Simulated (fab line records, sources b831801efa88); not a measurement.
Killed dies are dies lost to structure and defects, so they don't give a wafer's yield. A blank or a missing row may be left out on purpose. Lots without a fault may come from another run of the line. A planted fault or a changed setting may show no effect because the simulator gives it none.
A struck lot beside a sound one | flow gf180mcu | 17 steps out of a route of 602
Sound: wafers L455.2, L455.4, L455.6. Struck: wafer L460.2. (L460.1, L460.5 of the same lot were not struck and are left out.) The cause comes at the end.
At each step with rows: each side's tool, then ch and its chambers, then its first start. Under that, the readings that differ: sound wafers | struck wafers | difference of the means | sigmas: that difference in standard deviations of wafers without a fault.
alike: readings whose means differ by less than 2 such deviations, and words and numbers that are the same on both sides. not compared: withheld readings, readings that some wafer has no value for, bounds like >300 that may hide the same value, and numbers for which the record gives no deviation and whose values overlap.
The two part at a step that has a row with sigmas, a row that says differs or no value, or rows on one side only. Numbers that don't overlap but have no deviation are shown without sigmas and don't part them. A reading that every wafer of one side lacks parts them only if that side has two wafers or more.

first, 2 steps without rows for these wafers: GF_CONTACT_PEB_12 (peb time 90 s); GF_CONTACT_DEVELOP_13 (develop time 60 s).
GF_CONTACT_CD_MEAS_14: target cd 220 nm.
  sound on cd_sem-02, day 17 16:38; struck on cd_sem-01, day 19 05:31
  alike: cd_nm
GF_CONTACT_OVL_MEAS_15:
  sound on overlay-01, day 17 16:44; struck on overlay-01, day 19 05:38
  reading          | sound | struck | difference | sigmas
  CONTACT_OVL (nm) | 7 6 7 | -4     | -11        | -2
GF_CONTACT_ETCH_16: etches BARC in N2/H2.
  sound on rie_diel-03 ch 0,1,2, day 17 16:46; struck on rie_diel-03 ch 0, day 19 05:40
  alike: drypump_motor_current_A, oes_product_au, throttle_valve_pct
GF_CONTACT_ETCH_17: etches SiO2 in C4F8/O2/Ar, stops on CoSi2, target depth 860 nm.
  sound on rie_diel-03 ch 0,1,2; struck on rie_diel-03 ch 0
  reading               | sound             | struck | difference | sigmas
  oes_product_au (a.u.) | 0.810 0.822 0.822 | 0.808  | -0.010     | -2
GF_CONTACT_STRIP_18: strips in O2/N2.
  sound on plasma_asher-01 ch 0,1, day 17 16:56; struck on plasma_asher-02 ch 0, day 19 05:50
  reading            | sound       | struck | difference | sigmas
  heater_power_w (W) | 328 287 297 | 391    | +87        | +3
  alike: drypump_motor_current_A, oes_product_au
  not compared: rf_hours_counter_h
then, 3 steps without rows for these wafers: GF_CONTACT_CLEAN_19 (cleans in SPM); GF_CONTACT_CLEAN_20 (cleans in DIW); GF_CONTACT_CLEAN_21 (cleans in dHF, time 20 s).
GF_CONTACT_SPUTTER_22: material Ti, target thk 15 nm, time 80.02 s.
  sound on pvd_sputter-02, day 17 17:13; struck on pvd_sputter-04, day 19 06:14
  reading                | sound          | struck | difference | sigmas
  throttle_valve_pct (%) | 29.8 31.9 32.1 | 27.7   | -3.6       | -3
then, 1 step without rows for these wafers: GF_CONTACT_SPUTTER_23 (material TiN, target thk 10 nm, time 40 s).
GF_CONTACT_CVD_24: deposits W, target thk 300 nm, time 90.339 s.
  sound on cvd_w-02 ch 0, day 17 17:19; struck on cvd_w-02 ch 0, day 19 06:20
  reading                               | sound             | struck | difference | sigmas
  model.W_of_CONTACT_CVD_24.thk_nm (nm) | 300.7 298.6 301.4 | 324.2  | +24.0      |
  alike: heater_power_w
GF_CONTACT_RS_MEAS_25: measures by four-point-probe.
  sound on film_metro-03, day 17 17:26; struck on film_metro-04, day 19 06:48
  reading               | sound             | struck | difference | sigmas
  CONTACT_W_RS (ohm/sq) | 0.382 0.384 0.381 | 0.354  | -0.028     | -8
  not compared: hold
GF_CONTACT_THK_MEAS_26: measures by xrf.
  sound on film_metro-03, day 17 17:33; struck on film_metro-04, day 19 13:05
  reading            | sound       | struck | difference | sigmas
  CONTACT_W_THK (nm) | 308 306 307 | 327    | +20        | +6
  not compared: hold
GF_CONTACT_CMP_27: polishes, stops on SiO2, t overpolish 15 s, target thk 0 nm.
  sound on cmp-02 ch 0,3, day 17 17:36; struck on cmp-01 ch 2, day 19 15:19
  reading | sound | struck                   | difference                   | sigmas
  hold    | - - - | await_dispo/2.1h/release | no value on the sound wafers |
  alike: edge_zone_pressure_frac, motor_current_A, slurry_filter_dp_kPa, slurry_flow_ml_min
then, 1 step without rows for these wafers: GF_PASSIVATION_PROBE_99.

WHERE THEY PART
First at GF_CONTACT_OVL_MEAS_15; last, within this record, at GF_CONTACT_CMP_27.

WHY: what the simulator had put in
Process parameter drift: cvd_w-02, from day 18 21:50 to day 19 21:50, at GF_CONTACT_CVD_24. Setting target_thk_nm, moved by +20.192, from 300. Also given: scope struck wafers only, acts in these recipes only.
